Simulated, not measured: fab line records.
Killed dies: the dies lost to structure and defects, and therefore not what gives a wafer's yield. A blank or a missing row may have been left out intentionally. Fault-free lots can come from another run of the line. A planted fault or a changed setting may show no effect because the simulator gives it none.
The tool behind it: which one?    flow sky130    12 lots with 33 wafers sampled at 5 steps, on a route of 708 steps

## WHAT EACH GAUGE READ, for each wafer
SKY_NWELL_TW_MEAS_26. Usual: NWELL_2_TW typically reads 495, with standard deviation 3.5.
lot   measured      on            NWELL_2_TW       flag
L514  day 5 06:39   filmMetro-01  500 503 500      
L519  day 6 14:24   filmMetro-03  493 489 493      
L520  day 6 20:27   filmMetro-03  492 493 491      
L521  day 7 02:54   filmMetro-03  495 496 496      
L522  day 7 08:21   filmMetro-03  497 498 494      
L523  day 7 12:57   filmMetro-03  496 499 497      
L525  day 8 01:31   filmMetro-04  457 496 461 498  OFF
L526  day 8 07:31   filmMetro-01  464 501 460 501  OFF
L527  day 8 13:40   filmMetro-03  465 499 460 500  OFF
L534  day 10 06:33  filmMetro-04  494 494 496      
L535  day 10 12:01  filmMetro-01  500 499 499      
L536  day 10 19:01  filmMetro-04  497 494 494      

SKY_VT_ADJUST_LVTN_OVL_MEAS_07. Usual: VT_ADJUST_LVTN_OVL typically reads -0.4 nm, with standard deviation 1.7.
lot   measured      on          VT_ADJUST_LVTN_OVL (nm)  flag
L514  day 6 20:16   overlay-02  -0.1 -0.7 -1.5           
L519  day 8 06:34   overlay-02  -0.1 -0.4 0.9            
L520  day 8 12:52   overlay-01  -1.6 -3.5 -2.0           
L521  day 8 19:55   overlay-01  0.8 1.9 0.6              
L522  day 9 01:34   overlay-02  1.1 0.2 0.0              
L523  day 9 06:43   overlay-02  -2.3 -2.0 0.5            
L525  day 9 21:14   overlay-01  2.5 2.8                  
L526  day 10 02:50  overlay-02  -2.9 -3.8                
L527  day 10 10:14  overlay-02  -0.3 0.3                 
L534  day 12 03:59  overlay-02  -0.9 -0.8 -1.4           
L535  day 12 09:44  overlay-02  -1.0 -1.3 -1.9           
L536  day 12 19:39  overlay-01  2.1 0.7 1.4              

## WHICH TOOL RAN EACH LOT (tool, then ch and the chambers of the sampled wafers, then the start)
lot   SKY_FIELD_ISO_ETCH_17           SKY_DNWELL_STRIP_08                 SKY_NWELL_IMPLANT_24
L514  rieSi-01 ch 0,1,3, day 2 05:52  plasmaAsher-02 ch 0,1, day 3 02:34  implanter-03 ch 0, day 5 06:24
L519  rieSi-02 ch 0,2,3, day 3 07:24  plasmaAsher-03 ch 0,1, day 4 07:02  implanter-03 ch 0, day 6 14:09
L520  rieSi-01 ch 2,3, day 3 11:53    plasmaAsher-01 ch 0,1, day 4 12:17  implanter-03 ch 0, day 6 20:12
L521  rieSi-01 ch 0,1,3, day 3 19:02  plasmaAsher-02 ch 0, day 4 19:17    implanter-03 ch 0, day 7 02:39
L522  rieSi-02 ch 2,3, day 3 22:44    plasmaAsher-02 ch 0, day 5 00:25    implanter-02 ch 0, day 7 08:06
L523  rieSi-02 ch 0,2,3, day 4 03:32  plasmaAsher-03 ch 0,1, day 5 02:47  implanter-01 ch 0, day 7 12:42
L525  rieSi-01 ch 0,2, day 4 13:20    plasmaAsher-02 ch 0,1, day 5 14:44  implanter-02 ch 0, day 8 01:16
L526  rieSi-01 ch 1,3, day 4 18:46    plasmaAsher-03 ch 0,1, day 5 20:41  implanter-02 ch 0, day 8 07:17
L527  rieSi-02 ch 1,2, day 5 01:56    plasmaAsher-02 ch 0,1, day 6 01:56  implanter-02 ch 0, day 8 13:25
L534  rieSi-01 ch 2,3, day 6 13:23    plasmaAsher-03 ch 0,1, day 7 15:41  implanter-03 ch 0, day 10 06:18
L535  rieSi-02 ch 1,2,3, day 6 18:32  plasmaAsher-01 ch 0,1, day 7 20:31  implanter-01 ch 0, day 10 11:47
L536  rieSi-01 ch 0,1, day 6 23:23    plasmaAsher-03 ch 0,1, day 8 01:45  implanter-03 ch 0, day 10 18:48
- SKY_FIELD_ISO_ETCH_17: etches Si in HBr/Cl2/O2, target depth 342 nm, time 97.7 s.
- SKY_DNWELL_STRIP_08: strips in O2/N2.
- SKY_NWELL_IMPLANT_24

## AS READ BY THE TOOLS THEMSELVES (means over the sampled wafers that have a number; for cases with no such wafer, the mark the record gives instead)
SKY_FIELD_ISO_ETCH_17. Usual: drypumpMotorCurrentA 5.9 A, standard deviation 0.4; mfcCl2Sccm 40.01 sccm, standard deviation 0.12; oesProductAu 1.008 a.u., standard deviation 0.013; rfFwdPowerW 596.2 W, standard deviation 2; throttleValvePct 25.651 %, standard deviation 0.012.
lot   tool      drypumpMotorCurrentA (A)  mfcCl2Sccm (sccm)  oesProductAu (a.u.)  rfFwdPowerW (W)  throttleValvePct (%)  flag
L514  rieSi-01  6.0                       39.98              0.997                596.1            25.649                
L519  rieSi-02  5.7                       40.05              1.015                597.0            25.647                
L520  rieSi-01  6.2                       40.03              1.007                598.6            25.650                
L521  rieSi-01  6.1                       39.99              0.990                595.9            25.660                
L522  rieSi-02  5.8                       40.12              1.013                595.5            25.642                
L523  rieSi-02  5.7                       39.93              1.017                595.7            25.652                
L525  rieSi-01  5.7                       40.12              0.999                596.5            25.657                
L526  rieSi-01  6.3                       39.99              1.006                594.0            25.662                
L527  rieSi-02  6.1                       39.95              1.016                597.2            25.647                
L534  rieSi-01  6.0                       39.96              1.013                596.0            25.647                
L535  rieSi-02  5.9                       39.93              1.014                595.8            25.657                
L536  rieSi-01  5.7                       40.05              0.994                595.7            25.658                

SKY_DNWELL_STRIP_08. Usual: drypumpMotorCurrentA 5.83 A, standard deviation 0.17; oesProductAu 0.723 a.u., standard deviation 0.0048; stripTimeToEndpointS 36.86 s, standard deviation 0.11.
lot   tool            drypumpMotorCurrentA (A)  oesProductAu (a.u.)  stripTimeToEndpointS (s)  flag
L514  plasmaAsher-02  5.86                      0.721                36.81                     
L519  plasmaAsher-03  5.87                      0.724                37.00                     
L520  plasmaAsher-01  5.93                      0.719                36.80                     
L521  plasmaAsher-02  5.97                      0.723                36.79                     
L522  plasmaAsher-02  5.99                      0.720                36.96                     
L523  plasmaAsher-03  5.88                      0.717                36.93                     
L525  plasmaAsher-02  5.77                      0.723                36.89                     
L526  plasmaAsher-03  5.83                      0.718                36.87                     
L527  plasmaAsher-02  5.79                      0.722                36.67                     
L534  plasmaAsher-03  5.76                      0.727                36.58                     
L535  plasmaAsher-01  5.93                      0.727                36.73                     
L536  plasmaAsher-03  5.85                      0.723                36.77                     

SKY_NWELL_IMPLANT_24. Usual: beamOnS 10.00 s, standard deviation 0.19; faradayCurrentUA 51.9, standard deviation 1.
lot   tool          beamOnS (s)  faradayCurrentUA  flag
L514  implanter-03  9.90         52.5              
L519  implanter-03  9.99         52.0              
L520  implanter-03  9.99         52.0              
L521  implanter-03  9.84         52.8              
L522  implanter-02  9.96         52.0              
L523  implanter-01  10.03        51.7              
L525  implanter-02  8.98         58.8              OFF
L526  implanter-02  8.88         59.6              OFF
L527  implanter-02  8.70         60.6              OFF
L534  implanter-03  9.98         52.0              
L535  implanter-01  10.07        51.6              
L536  implanter-03  9.76         53.2              

## THE ANSWER, worked out from the rows above alone
Rule: a lot counts as off when the mean over its wafers that have a number is more than 3 standard deviations away from the usual mean. A lot without any number at a reading at which 4 lots or more have one is off too. All remaining lots with rows at the step are treated as sound. First the gauges in route order, then the tools' own readings, where a lot's mean is used as printed above. The first step at which some lot is off is used, and at that step the reading that is off furthest; a lot without a number counts as furthest.
Off: at SKY_NWELL_TW_MEAS_26 (NWELL_2_TW), L525, L526, L527.
If a tool, at a process step before that reading, ran all the lots that are off and no sound lot after the first of them, it fits. The gauges at SKY_NWELL_TW_MEAS_26 aren't tried: what is off there is off at SKY_NWELL_IMPLANT_24 too, on other tools, and a gauge's error can't cause that. One fits: implanter-02 at SKY_NWELL_IMPLANT_24. Its last sound lot is L522 (day 7 08:06), its first lot that is off L525 (day 8 01:16): a fault that began between those two fits.
The tool's own readings at SKY_NWELL_IMPLANT_24 bear it out: on the lots that are off they differ by more than 5 times the standard deviation of the sound lots' means. beamOnS reads 8.85 s there against 9.95 s on the sound lots; faradayCurrentUA reads 59.7 there against 52.2 on the sound lots.

## WHAT THE SIMULATOR HAD PUT IN
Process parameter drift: implanter-02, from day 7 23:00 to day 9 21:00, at SKY_NWELL_IMPLANT_24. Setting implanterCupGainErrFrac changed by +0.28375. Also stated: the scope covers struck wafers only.
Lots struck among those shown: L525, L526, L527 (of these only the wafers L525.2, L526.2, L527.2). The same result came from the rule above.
